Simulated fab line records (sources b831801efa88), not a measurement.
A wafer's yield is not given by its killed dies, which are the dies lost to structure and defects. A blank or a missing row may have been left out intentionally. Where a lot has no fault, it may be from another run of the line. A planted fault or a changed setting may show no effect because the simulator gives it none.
Which of the tools did it? / flow gf180mcu / Sampling: 6 lots, 18 wafers, 3 of 602 route steps

WHAT EACH GAUGE READ, for each wafer
GF_V5_CD_MEAS_14: target cd 260 nm.
lot=L441; measured=day 28 23:22; on=cd sem-02; cd nm (nm)=262.2 261.1 261.5
lot=L445; measured=day 30 08:34; on=cd sem-01; cd nm (nm)=263.1 262.1 262.9
lot=L451; measured=day 31 22:59; on=cd sem-02; cd nm (nm)=283.4 282.7 281.9
lot=L455; measured=day 32 19:46; on=cd sem-01; cd nm (nm)=260.9 262.3 260.5
lot=L457; measured=day 33 05:29; on=cd sem-01; cd nm (nm)=261.0 261.1 260.2
lot=L459; measured=day 33 15:41; on=cd sem-02; cd nm (nm)=262.5 259.8 261.1

TOOL THAT RAN EACH LOT (tool first, then ch and the chambers of the sampled wafers, then the start)
lot=L441; GF_V3_SPUTTER_21=pvd sputter-02, day 24 08:35; GF_V5_SOFTBAKE_10=litho track-04 ch 0, day 28 13:00
lot=L445; GF_V3_SPUTTER_21=pvd sputter-01, day 25 23:50; GF_V5_SOFTBAKE_10=litho track-04 ch 0, day 29 23:00
lot=L451; GF_V3_SPUTTER_21=pvd sputter-02, day 27 21:32; GF_V5_SOFTBAKE_10=litho track-02 ch 0, day 31 14:00
lot=L455; GF_V3_SPUTTER_21=pvd sputter-04, day 28 20:17; GF_V5_SOFTBAKE_10=litho track-01 ch 0, day 32 11:00
lot=L457; GF_V3_SPUTTER_21=pvd sputter-02, day 29 07:23; GF_V5_SOFTBAKE_10=litho track-04 ch 0, day 32 21:00
lot=L459; GF_V3_SPUTTER_21=pvd sputter-04, day 29 18:03; GF_V5_SOFTBAKE_10=litho track-04 ch 0, day 33 07:00
- GF_V3_SPUTTER_21: material Ti, target thk 15 nm, time 80.02 s.
- GF_V5_SOFTBAKE_10: time 60 s.

THE ANSWER, worked out from the rows above alone
Rule: what is usual is taken from the lots themselves. Put in order of their means at a reading, lots are off if they are a third of the lots or fewer, leave a main group of 4 or more, and stand apart from it by a gap of 3 or more times the standard deviation of the main group's means; of several such gaps the widest counts. Not used: any main group whose means are identical at the precision the tables above print for the reading. A lot without any number at a reading at which 4 lots or more have one is off too. Any other lot the step has rows for is counted as sound.
Off at GF_V5_CD_MEAS_14 (cd nm): L451. For the main group the mean is 261.5 nm and the standard deviation 0.66.
If a tool, at a process step before that reading, ran all the lots that are off and no sound lot after the first of them, it fits. The gauges at GF_V5_CD_MEAS_14 are tried like those tools. One fits: GF_V5_SOFTBAKE_10 on litho track-02. It ran no sound lot before its first lot that is off in this sample, so the start can't be narrowed down.

WHAT HAD BEEN PUT IN BY THE SIMULATOR
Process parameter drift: litho track-02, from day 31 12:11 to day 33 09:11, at GF_V5_SOFTBAKE_10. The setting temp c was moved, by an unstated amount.
Struck lots among those shown: L451. This agrees with what the rule above found.
